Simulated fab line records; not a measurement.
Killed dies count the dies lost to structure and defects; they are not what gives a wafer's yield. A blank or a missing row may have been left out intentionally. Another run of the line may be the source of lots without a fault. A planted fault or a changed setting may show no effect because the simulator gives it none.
Chamber matching / flow sfq-line / 4 sister chambers for SFQ_TRILAYER_I7_VIA_ETCH_VIA_ETCH_190 on rie-diel-02
The step etches SiO2 in CHF3, stops on Nb, target depth 260 nm. 8 wafers are shown with their chamber, then 7 later ones without.

## WAFERS, EACH WITH ITS CHAMBER
wafer=L511.1; chamber=3; drypump-motor-current-A (A)=5.7; rf-fwd-power-W (W)=494.1
wafer=L511.2; chamber=2; drypump-motor-current-A (A)=5.4; rf-fwd-power-W (W)=498.9
wafer=L511.6; chamber=2; drypump-motor-current-A (A)=5.3; rf-fwd-power-W (W)=500.0
wafer=L514.1; chamber=1; drypump-motor-current-A (A)=5.2; rf-fwd-power-W (W)=501.3
wafer=L514.5; chamber=1; drypump-motor-current-A (A)=5.2; rf-fwd-power-W (W)=499.9
wafer=L514.6; chamber=0; drypump-motor-current-A (A)=5.9; rf-fwd-power-W (W)=496.8
wafer=L517.1; chamber=3; drypump-motor-current-A (A)=5.7; rf-fwd-power-W (W)=496.9
wafer=L517.2; chamber=0; drypump-motor-current-A (A)=5.9; rf-fwd-power-W (W)=495.9

## WAFERS WITH NO CHAMBER GIVEN
wafer=L517.3; drypump-motor-current-A (A)=5.2; rf-fwd-power-W (W)=501.1
wafer=L526.1; drypump-motor-current-A (A)=5.2; rf-fwd-power-W (W)=500.0
wafer=L526.2; drypump-motor-current-A (A)=5.3; rf-fwd-power-W (W)=495.3
wafer=L526.4; drypump-motor-current-A (A)=5.7; rf-fwd-power-W (W)=495.5
wafer=L527.1; drypump-motor-current-A (A)=5.4; rf-fwd-power-W (W)=495.9
wafer=L527.2; drypump-motor-current-A (A)=5.2; rf-fwd-power-W (W)=501.1
wafer=L527.5; drypump-motor-current-A (A)=5.4; rf-fwd-power-W (W)=498.4

## WHICH CHAMBER EACH ONE RAN IN
wafer=L517.3; from the rows above=1; in truth=1
wafer=L526.1; from the rows above=1; in truth=1
wafer=L526.2; from the rows above=can't be placed: 2 or 1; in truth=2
wafer=L526.4; from the rows above=3; in truth=3
wafer=L527.1; from the rows above=2; in truth=2
wafer=L527.2; from the rows above=1; in truth=1
wafer=L527.5; from the rows above=2; in truth=2
6 of 7 placed correctly. Can't be placed from these rows: 1 (the true chamber is among the candidates in 1). Placed wrongly: 0.
How it was worked out, from the rows above alone: a wafer's distance from a chamber is the root of the sum, over the readings, of the square of ((its reading less the chamber's mean) divided by the reading's scatter). If the next closest chamber is less than 2 further off than the closest, the wafer can't be placed; otherwise it belongs to the closest. A chamber's mean is the mean of its shown wafers. How the scatter is found: for the shown wafers, subtract from each reading the mean of its chamber, square and add these, divide the total by (wafers less chambers), then take the root.
